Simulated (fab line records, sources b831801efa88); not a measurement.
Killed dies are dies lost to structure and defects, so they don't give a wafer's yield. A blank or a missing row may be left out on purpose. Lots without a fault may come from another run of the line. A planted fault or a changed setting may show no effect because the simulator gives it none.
A struck lot beside a sound one | flow sky130 | 18 steps out of a route of 708
Sound: wafers L472.1, L472.2, L472.6. Struck: wafers L477.4, L477.5, L477.6. The cause comes at the end.
At each step with rows: each side's tool, then ch and its chambers, then its first start. Under that, the readings that differ: sound wafers | struck wafers | difference of the means | sigmas: that difference in standard deviations of wafers without a fault.
alike: readings whose means differ by less than 2 such deviations, and words and numbers that are the same on both sides. not compared: withheld readings, readings that some wafer has no value for, bounds like >300 that may hide the same value, and numbers for which the record gives no deviation and whose values overlap.
The two part at a step that has a row with sigmas, a row that says differs or no value, or rows on one side only. Numbers that don't overlap but have no deviation are shown without sigmas and don't part them. A reading that every wafer of one side lacks parts them only if that side has two wafers or more.

first, 3 steps without rows for these wafers: SKY_VIA2_EXPOSE_09 (exposes mask VIM2, target cd 200 nm); SKY_VIA2_PEB_10; SKY_VIA2_DEVELOP_11 (develop time 60 s).
SKY_VIA2_CD_MEAS_12: target cd 200 nm.
  sound on cd_sem-02, day 38 06:02; struck on cd_sem-01, day 39 16:53
  alike: cd_nm
SKY_VIA2_OVL_MEAS_13:
  sound on overlay-01, day 38 06:09; struck on overlay-02, day 39 16:58
  alike: VIA2_OVL
SKY_VIA2_ETCH_14: etches BARC in N2/H2, stops on SiO2, time 45.9 s, target depth 60 nm.
  sound on rie_diel-03 ch 0,1,3, day 38 06:11; struck on rie_diel-01 ch 1,2,3, day 39 16:59
  alike: drypump_motor_current_A, n2_flow_sccm, oes_product_au, throttle_valve_pct
  not compared: rf_hours_counter_h
SKY_VIA2_ETCH_15: etches SiO2 in C4F8/O2/Ar, stops on TiN, target depth 546 nm, time 84 s.
  sound on rie_diel-03 ch 0,1,3, day 38 06:14; struck on rie_diel-01 ch 1,2,3, day 39 17:02
  alike: oes_product_au
  not compared: rf_hours_counter_h
SKY_VIA2_STRIP_16: strips in O2/N2.
  sound on plasma_asher-02 ch 0,1, day 38 06:18; struck on plasma_asher-02 ch 0,1, day 39 17:08
  alike: drypump_motor_current_A, n2_flow_sccm, oes_product_au, strip_time_to_endpoint_s
  not compared: rf_hours_counter_h
then, 3 steps without rows for these wafers: SKY_VIA2_STRIP_17 (strips in post etch residue remover, time 1200 s); SKY_VIA2_CLEAN_18 (cleans in IPA, time 180 s); SKY_VIA2_CLEAN_19 (cleans in O3/DIW).
SKY_VIA2_SPUTTER_20: material TiN, target thk 20 nm, time 80 s.
  sound on pvd_sputter-03, day 38 06:53; struck on pvd_sputter-01, day 39 17:41
  alike: throttle_valve_pct
SKY_VIA2_CVD_21: deposits W, target thk 420 nm, time 126.4 s.
  sound on cvd_w-02 ch 0,1, day 38 06:57; struck on cvd_w-02 ch 0,1, day 39 17:47
  reading                            | sound             | struck          | difference | sigmas
  model.W_of_VIA2_CVD_21.thk_nm (nm) | 421.2 421.9 417.8 | 739.5 738.2 737 | +317.9     |
  alike: heater_power_w
SKY_VIA2_RS_MEAS_22: measures by four-point-probe.
  sound on film_metro-03, day 38 07:05; struck on film_metro-04, day 39 17:56
  reading            | sound                | struck               | difference | sigmas
  VIA2_W_RS (ohm/sq) | 0.2724 0.2713 0.2739 | 0.1540 0.1542 0.1545 | -0.1183    | -42
SKY_VIA2_THK_MEAS_23: measures by xrf.
  sound on film_metro-03, day 38 07:12; struck on film_metro-04, day 39 18:02
  reading         | sound       | struck | difference                    | sigmas
  VIA2_W_THK (nm) | 425 426 426 | - - -  | no value on the struck wafers |
SKY_VIA2_CMP_24: polishes, stops on SiO2, t overpolish 20 s, target thk 0 nm.
  sound on cmp-02 ch 0,1,3, day 38 07:19; struck on cmp-02 ch 1,2, day 39 18:07
  reading                | sound     | struck      | difference | sigmas
  time_to_endpoint_s (s) | 96 110 99 | 187 183 194 | +86        | +20
  alike: head_pressure_psi, motor_current_A, retaining_ring_pressure_frac
SKY_METAL3_SPUTTER_00: material Ti, target thk 15 nm, time 10 s.
  sound on pvd_sputter-04, day 38 07:34; struck on pvd_sputter-04, day 39 18:22
  alike: throttle_valve_pct
-- the record jumps here: 9 days lie between the struck wafers' starts before and after (it left off in module METAL3 and takes up again in module PAD_OPEN, whose first step shown is number 708 of the route) --
SKY_PAD_OPEN_PROBE_99:
  sound on prober-01, day 47 05:13; struck on prober-02, day 48 12:05
  alike: defect_limited_yield, killed_at_M0_to_M3, killed_at_M4_up, killed_at_contacts, killed_at_front_end, killed_at_other, killed_dies, killed_open, killed_short, sort_bin_3_pad_short, sort_bin_5_function, sort_bin_6_memory, sort_n_pass, sort_yield_pct

WHERE THEY PART
First at SKY_VIA2_RS_MEAS_22; last, within this record, at SKY_VIA2_CMP_24. Later steps at which nothing parts them and some readings are alike: SKY_METAL3_SPUTTER_00, SKY_PAD_OPEN_PROBE_99.

WHY: what the simulator had put in
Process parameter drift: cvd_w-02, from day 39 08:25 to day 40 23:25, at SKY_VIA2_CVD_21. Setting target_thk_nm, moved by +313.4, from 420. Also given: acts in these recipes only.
